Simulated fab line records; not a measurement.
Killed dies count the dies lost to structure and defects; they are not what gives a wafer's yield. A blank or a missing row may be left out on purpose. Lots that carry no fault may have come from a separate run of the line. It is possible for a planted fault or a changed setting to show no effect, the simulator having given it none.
Which tool did it? :: flow sky130 :: Sampling: 11 lots, 33 wafers, 7 of 708 route steps

WHAT EACH GAUGE READ, for each wafer
SKY_POLY_CUT_OVL_MEAS_09. Usual: for POLY_CUT_OVL the level is 1 nm and the standard deviation is 4.2.
lot: L195
measured: day 24 01:32
on: overlay-01
POLY_CUT_OVL (nm): 4 5 1
flag: 

lot: L197
measured: day 24 22:47
on: overlay-01
POLY_CUT_OVL (nm): 2 2 7
flag: 

lot: L199
measured: day 25 17:07
on: overlay-01
POLY_CUT_OVL (nm): 0 4 7
flag: 

lot: L203
measured: day 28 12:44
on: overlay-01
POLY_CUT_OVL (nm): 1 -1 -5
flag: 

lot: L204
measured: day 28 13:10
on: overlay-02
POLY_CUT_OVL (nm): 2 5 -1
flag: 

lot: L205
measured: day 28 21:18
on: overlay-01
POLY_CUT_OVL (nm): -7 -1 -3
flag: 

lot: L212
measured: day 30 04:50
on: overlay-01
POLY_CUT_OVL (nm): 1 -4 -1
flag: 

lot: L214
measured: day 31 16:11
on: overlay-01
POLY_CUT_OVL (nm): -4 0 -1
flag: 

lot: L215
measured: day 31 16:25
on: overlay-02
POLY_CUT_OVL (nm): 2 4 9
flag: 

lot: L216
measured: day 31 20:31
on: overlay-02
POLY_CUT_OVL (nm): 0 3 6
flag: 

lot: L217
measured: day 31 22:40
on: overlay-01
POLY_CUT_OVL (nm): 3 5 -1
flag: 

SKY_SD_P_OVL_MEAS_08. Usual: for SD_P_OVL the level is -0.4 nm and the standard deviation is 1.5.
lot: L195
measured: day 25 07:32
on: overlay-02
SD_P_OVL (nm): 0.6 0.4 -3.2
flag: 

lot: L197
measured: day 26 04:14
on: overlay-01
SD_P_OVL (nm): -1.2 -0.3 -1.0
flag: 

lot: L199
measured: day 26 22:29
on: overlay-01
SD_P_OVL (nm): -2.2 -0.5 -2.1
flag: 

lot: L203
measured: day 29 16:41
on: overlay-01
SD_P_OVL (nm): -1.4 -1.2 -0.5
flag: 

lot: L204
measured: day 29 17:35
on: overlay-02
SD_P_OVL (nm): -0.6 -1.2 -0.5
flag: 

lot: L205
measured: day 30 02:21
on: overlay-01
SD_P_OVL (nm): -2.5 -1.5 -0.9
flag: 

lot: L212
measured: day 31 08:32
on: overlay-02
SD_P_OVL (nm): 1.4 -0.5 2.1
flag: 

lot: L214
measured: day 32 18:47
on: overlay-02
SD_P_OVL (nm): 1.7 -1.0 0.9
flag: 

lot: L215
measured: day 32 19:46
on: overlay-02
SD_P_OVL (nm): -1.0 1.1 0.8
flag: 

lot: L216
measured: day 32 23:02
on: overlay-02
SD_P_OVL (nm): -0.9 -0.9 -1.7
flag: 

lot: L217
measured: day 33 01:53
on: overlay-02
SD_P_OVL (nm): -0.6 0.7 -0.8
flag: 

SKY_SD_N_TW_MEAS_12. Usual: for SD_N_TW the level is 4008 and the standard deviation is 27.
lot: L195
measured: day 27 17:50
on: film_metro-04
SD_N_TW: 3994 4002 4012
flag: 

lot: L197
measured: day 28 14:58
on: film_metro-04
SD_N_TW: 4022 3988 4015
flag: 

lot: L199
measured: day 29 08:18
on: film_metro-02
SD_N_TW: 3963 3968 3957
flag: 

lot: L203
measured: day 32 00:23
on: film_metro-04
SD_N_TW: 3778 3765 3771 3784 3789 3774
flag: OFF

lot: L204
measured: day 32 00:40
on: film_metro-02
SD_N_TW: 3762 3768 3768 3768 3799 3774
flag: OFF

lot: L205
measured: day 32 09:55
on: film_metro-02
SD_N_TW: 3792 3796 3787 3788 3775 3778
flag: OFF

lot: L212
measured: day 33 15:53
on: film_metro-03
SD_N_TW: 4053 4024 4044
flag: 

lot: L214
measured: day 34 23:56
on: film_metro-04
SD_N_TW: 4011 4000 3985
flag: 

lot: L215
measured: day 35 01:01
on: film_metro-02
SD_N_TW: 4027 4014 4037
flag: 

lot: L216
measured: day 35 02:55
on: film_metro-04
SD_N_TW: 3983 3988 3994
flag: 

lot: L217
measured: day 35 05:57
on: film_metro-03
SD_N_TW: 4059 4051 4022
flag: 

SKY_SD_N_RS_MEAS_16: a four-point-probe measurement. Usual: for SD_N_RS the level is 68.50 ohm/sq and the standard deviation is 0.11.
lot: L195
measured: day 27 18:07
on: film_metro-02
SD_N_RS (ohm/sq): 68.49 68.43 68.54
flag: 

lot: L197
measured: day 28 15:14
on: film_metro-03
SD_N_RS (ohm/sq): 68.44 68.45 68.47
flag: 

lot: L199
measured: day 29 08:35
on: film_metro-03
SD_N_RS (ohm/sq): 68.40 68.40 68.46
flag: 

lot: L203
measured: day 32 02:58
on: film_metro-03
SD_N_RS (ohm/sq): 76.53 76.58 76.33 76.56 76.46 76.59
flag: OFF

lot: L204
measured: day 32 03:34
on: film_metro-02
SD_N_RS (ohm/sq): 76.75 76.42 76.77 76.52 76.50 76.48
flag: OFF

lot: L205
measured: day 32 17:14
on: film_metro-03
SD_N_RS (ohm/sq): 76.49 76.44 76.38 76.49 76.49 76.41
flag: OFF

lot: L212
measured: day 33 16:11
on: film_metro-03
SD_N_RS (ohm/sq): 68.47 68.44 68.57
flag: 

lot: L214
measured: day 35 00:14
on: film_metro-04
SD_N_RS (ohm/sq): 68.70 68.66 68.65
flag: 

lot: L215
measured: day 35 01:22
on: film_metro-03
SD_N_RS (ohm/sq): 68.57 68.56 68.45
flag: 

lot: L216
measured: day 35 03:12
on: film_metro-02
SD_N_RS (ohm/sq): 68.63 68.30 68.60
flag: 

lot: L217
measured: day 35 06:14
on: film_metro-04
SD_N_RS (ohm/sq): 68.60 68.60 68.59
flag: 

WHAT TOOL EACH LOT RAN ON (gives the tool, then ch and the chambers of the sampled wafers, and finally the start)
lot: L195
SKY_SD_N_IMPLANT_09: implanter-03 ch 0, day 27 17:25
SKY_SD_N_STRIP_11: plasma_asher-04 ch 0,1, day 27 17:43
SKY_SD_N_RTA_14: rtp_anneal-02 ch 0, day 27 17:56

lot: L197
SKY_SD_N_IMPLANT_09: implanter-03 ch 0, day 28 14:34
SKY_SD_N_STRIP_11: plasma_asher-01 ch 0,1, day 28 14:52
SKY_SD_N_RTA_14: rtp_anneal-02 ch 0, day 28 15:04

lot: L199
SKY_SD_N_IMPLANT_09: implanter-03 ch 0, day 29 07:54
SKY_SD_N_STRIP_11: plasma_asher-01 ch 0,1, day 29 08:12
SKY_SD_N_RTA_14: rtp_anneal-02 ch 0, day 29 08:25

lot: L203
SKY_SD_N_IMPLANT_09: implanter-03 ch 0, day 32 00:02
SKY_SD_N_STRIP_11: plasma_asher-04 ch 0,1, day 32 00:17
SKY_SD_N_RTA_14: rtp_anneal-02 ch 0, day 32 02:38

lot: L204
SKY_SD_N_IMPLANT_09: implanter-03 ch 0, day 32 00:16
SKY_SD_N_STRIP_11: plasma_asher-01 ch 0,1, day 32 00:34
SKY_SD_N_RTA_14: rtp_anneal-01 ch 0, day 32 03:23

lot: L205
SKY_SD_N_IMPLANT_09: implanter-03 ch 0, day 32 09:32
SKY_SD_N_STRIP_11: plasma_asher-03 ch 0,1, day 32 09:49
SKY_SD_N_RTA_14: rtp_anneal-02 ch 0, day 32 17:00

lot: L212
SKY_SD_N_IMPLANT_09: implanter-01 ch 0, day 33 15:31
SKY_SD_N_STRIP_11: plasma_asher-04 ch 0,1, day 33 15:47
SKY_SD_N_RTA_14: rtp_anneal-02 ch 0, day 33 15:59

lot: L214
SKY_SD_N_IMPLANT_09: implanter-01 ch 0, day 34 23:32
SKY_SD_N_STRIP_11: plasma_asher-04 ch 0,1, day 34 23:50
SKY_SD_N_RTA_14: rtp_anneal-01 ch 0, day 35 00:04

lot: L215
SKY_SD_N_IMPLANT_09: implanter-01 ch 0, day 35 00:37
SKY_SD_N_STRIP_11: plasma_asher-03 ch 0,1, day 35 00:55
SKY_SD_N_RTA_14: rtp_anneal-02 ch 0, day 35 01:11

lot: L216
SKY_SD_N_IMPLANT_09: implanter-01 ch 0, day 35 02:31
SKY_SD_N_STRIP_11: plasma_asher-03 ch 0,1, day 35 02:49
SKY_SD_N_RTA_14: rtp_anneal-01 ch 0, day 35 03:01

lot: L217
SKY_SD_N_IMPLANT_09: implanter-03 ch 0, day 35 05:33
SKY_SD_N_STRIP_11: plasma_asher-03 ch 0,1, day 35 05:51
SKY_SD_N_RTA_14: rtp_anneal-02 ch 0, day 35 06:04
- SKY_SD_N_IMPLANT_09
- SKY_SD_N_STRIP_11: strips in O2/N2.
- SKY_SD_N_RTA_14: time 2 s.

AS READ BY THE TOOLS THEMSELVES (means over the sampled wafers that have a number; for cases with no such wafer, the mark the record gives instead)
SKY_SD_N_IMPLANT_09. Usual: beam_energy_keV reads 50.002 (standard deviation 0.015).
lot: L195
tool: implanter-03
beam_energy_keV: 49.997
flag: 

lot: L197
tool: implanter-03
beam_energy_keV: 50.005
flag: 

lot: L199
tool: implanter-03
beam_energy_keV: 50.016
flag: 

lot: L203
tool: implanter-03
beam_energy_keV: 39.811
flag: OFF

lot: L204
tool: implanter-03
beam_energy_keV: 39.816
flag: OFF

lot: L205
tool: implanter-03
beam_energy_keV: 39.833
flag: OFF

lot: L212
tool: implanter-01
beam_energy_keV: 49.996
flag: 

lot: L214
tool: implanter-01
beam_energy_keV: 50.015
flag: 

lot: L215
tool: implanter-01
beam_energy_keV: 49.989
flag: 

lot: L216
tool: implanter-01
beam_energy_keV: 49.995
flag: 

lot: L217
tool: implanter-03
beam_energy_keV: 50.005
flag: 

SKY_SD_N_STRIP_11. Usual: drypump_motor_current_A 5.7 A, standard deviation 0.31; oes_product_au 0.527 a.u., standard deviation 0.0036; strip_time_to_endpoint_s 22.54 s, standard deviation 0.047.
lot: L195
tool: plasma_asher-04
drypump_motor_current_A (A): 5.8
oes_product_au (a.u.): 0.524
strip_time_to_endpoint_s (s): 22.51
flag: 

lot: L197
tool: plasma_asher-01
drypump_motor_current_A (A): 5.4
oes_product_au (a.u.): 0.528
strip_time_to_endpoint_s (s): 22.57
flag: 

lot: L199
tool: plasma_asher-01
drypump_motor_current_A (A): 5.4
oes_product_au (a.u.): 0.528
strip_time_to_endpoint_s (s): 22.54
flag: 

lot: L203
tool: plasma_asher-04
drypump_motor_current_A (A): 5.9
oes_product_au (a.u.): 0.554
strip_time_to_endpoint_s (s): 21.06
flag: OFF

lot: L204
tool: plasma_asher-01
drypump_motor_current_A (A): 5.3
oes_product_au (a.u.): 0.548
strip_time_to_endpoint_s (s): 21.00
flag: OFF

lot: L205
tool: plasma_asher-03
drypump_motor_current_A (A): 6.1
oes_product_au (a.u.): 0.553
strip_time_to_endpoint_s (s): 21.06
flag: OFF

lot: L212
tool: plasma_asher-04
drypump_motor_current_A (A): 5.8
oes_product_au (a.u.): 0.525
strip_time_to_endpoint_s (s): 22.48
flag: 

lot: L214
tool: plasma_asher-04
drypump_motor_current_A (A): 5.9
oes_product_au (a.u.): 0.524
strip_time_to_endpoint_s (s): 22.53
flag: 

lot: L215
tool: plasma_asher-03
drypump_motor_current_A (A): 6.1
oes_product_au (a.u.): 0.526
strip_time_to_endpoint_s (s): 22.56
flag: 

lot: L216
tool: plasma_asher-03
drypump_motor_current_A (A): 6.0
oes_product_au (a.u.): 0.527
strip_time_to_endpoint_s (s): 22.50
flag: 

lot: L217
tool: plasma_asher-03
drypump_motor_current_A (A): 6.0
oes_product_au (a.u.): 0.527
strip_time_to_endpoint_s (s): 22.58
flag: 

SKY_SD_N_RTA_14. Usual: lamp_power_pct 15.74 %, standard deviation 0.053; wafer_temp_C_max 1078.2, standard deviation 1.4.
lot: L195
tool: rtp_anneal-02
lamp_power_pct (%): 15.74
wafer_temp_C_max: 1077.2
flag: 

lot: L197
tool: rtp_anneal-02
lamp_power_pct (%): 15.70
wafer_temp_C_max: 1076.5
flag: 

lot: L199
tool: rtp_anneal-02
lamp_power_pct (%): 15.74
wafer_temp_C_max: 1078.0
flag: 

lot: L203
tool: rtp_anneal-02
lamp_power_pct (%): 15.75
wafer_temp_C_max: 1077.7
flag: 

lot: L204
tool: rtp_anneal-01
lamp_power_pct (%): 15.72
wafer_temp_C_max: 1077.9
flag: 

lot: L205
tool: rtp_anneal-02
lamp_power_pct (%): 15.75
wafer_temp_C_max: 1078.3
flag: 

lot: L212
tool: rtp_anneal-02
lamp_power_pct (%): 15.73
wafer_temp_C_max: 1078.2
flag: 

lot: L214
tool: rtp_anneal-01
lamp_power_pct (%): 15.74
wafer_temp_C_max: 1078.0
flag: 

lot: L215
tool: rtp_anneal-02
lamp_power_pct (%): 15.79
wafer_temp_C_max: 1077.8
flag: 

lot: L216
tool: rtp_anneal-01
lamp_power_pct (%): 15.74
wafer_temp_C_max: 1078.6
flag: 

lot: L217
tool: rtp_anneal-02
lamp_power_pct (%): 15.75
wafer_temp_C_max: 1079.7
flag: 

THE ANSWER, worked out from the rows above alone
Rule: take the mean of a lot's wafers that have a number; if it is more than 3 standard deviations from the usual mean, the lot is off. Also off: a lot with no number at a reading for which 4 or more lots have one. All remaining lots with rows at the step are treated as sound. After the gauges, taken in route order, come the tools' own readings; for these a lot's mean is taken, as printed above. The first step at which some lot is off is used, and at that step the reading that is off furthest; a lot without a number counts as furthest.
Off: L203, L204, L205, at SKY_SD_N_TW_MEAS_12 (SD_N_TW).
A tool fits if, at a process step before that reading, it ran every lot that is off, and no sound lot after the first of them. The gauges at SKY_SD_N_TW_MEAS_12 aren't tried: what is off there is off at SKY_SD_N_IMPLANT_09 too, on other tools, and a gauge's error can't cause that. Not one of the candidates tried fits.

WHAT THE SIMULATOR PUT IN
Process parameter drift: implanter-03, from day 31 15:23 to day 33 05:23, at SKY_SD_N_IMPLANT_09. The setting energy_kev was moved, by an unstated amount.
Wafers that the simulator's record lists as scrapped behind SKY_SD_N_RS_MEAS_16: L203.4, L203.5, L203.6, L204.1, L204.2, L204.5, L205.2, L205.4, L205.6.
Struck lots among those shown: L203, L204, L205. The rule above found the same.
